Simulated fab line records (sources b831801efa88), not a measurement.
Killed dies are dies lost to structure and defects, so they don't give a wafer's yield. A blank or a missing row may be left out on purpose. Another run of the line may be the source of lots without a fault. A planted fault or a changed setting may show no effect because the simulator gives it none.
Chamber matching | flow gf180mcu | GF_V4_CMP_04 on cmp-01 has 4 sister chambers
The step polishes SiO2. 4 wafers are shown with their chamber, then 12 later ones without.

EACH WAFER AND ITS CHAMBER
wafer  | chamber | motor_current_A (A)
L090.3 | 3       | 15.9
L090.4 | 2       | 11.7
L092.5 | 0       | 12.2
L092.6 | 1       | 11.9

WAFERS WITHOUT THEIR CHAMBER
wafer  | motor_current_A (A)
L093.2 | 11.9
L093.3 | 11.6
L093.5 | 12.0
L094.1 | 11.5
L094.3 | 16.1
L094.4 | 11.6
L094.2 | 11.6
L094.5 | 16.0
L094.6 | 12.2
L096.3 | 12.3
L096.4 | 11.9
L096.6 | 12.4

WHICH CHAMBER EACH ONE RAN IN
wafer  | from the rows above          | in truth
L093.2 | can't be placed: 1 or 2      | 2
L093.3 | can't be placed: 2 or 1      | 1
L093.5 | can't be placed: 1 or 0 or 2 | 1
L094.1 | can't be placed: 2 or 1      | 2
L094.3 | 3                            | 3
L094.4 | can't be placed: 2 or 1      | 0
L094.2 | can't be placed: 2 or 1      | 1
L094.5 | 3                            | 3
L094.6 | 0                            | 0
L096.3 | 0                            | 0
L096.4 | can't be placed: 1 or 2      | 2
L096.6 | 0                            | 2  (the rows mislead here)
4 of 12 placed correctly. From these rows, 7 cannot be placed; in 6 the true chamber is one of the candidates. Wrongly placed: 1.
How it was worked out, from the rows above alone: a wafer's distance from a chamber is the root of the sum, over the readings, of the square of ((its reading less the chamber's mean) divided by the reading's scatter). If the next closest chamber is less than 2 further off than the closest, the wafer can't be placed; otherwise it belongs to the closest. A chamber's mean is the mean of its shown wafers. The scatter: with one shown wafer a chamber, the root of the mean of the squares of how far each hidden wafer lies from its nearest shown one.
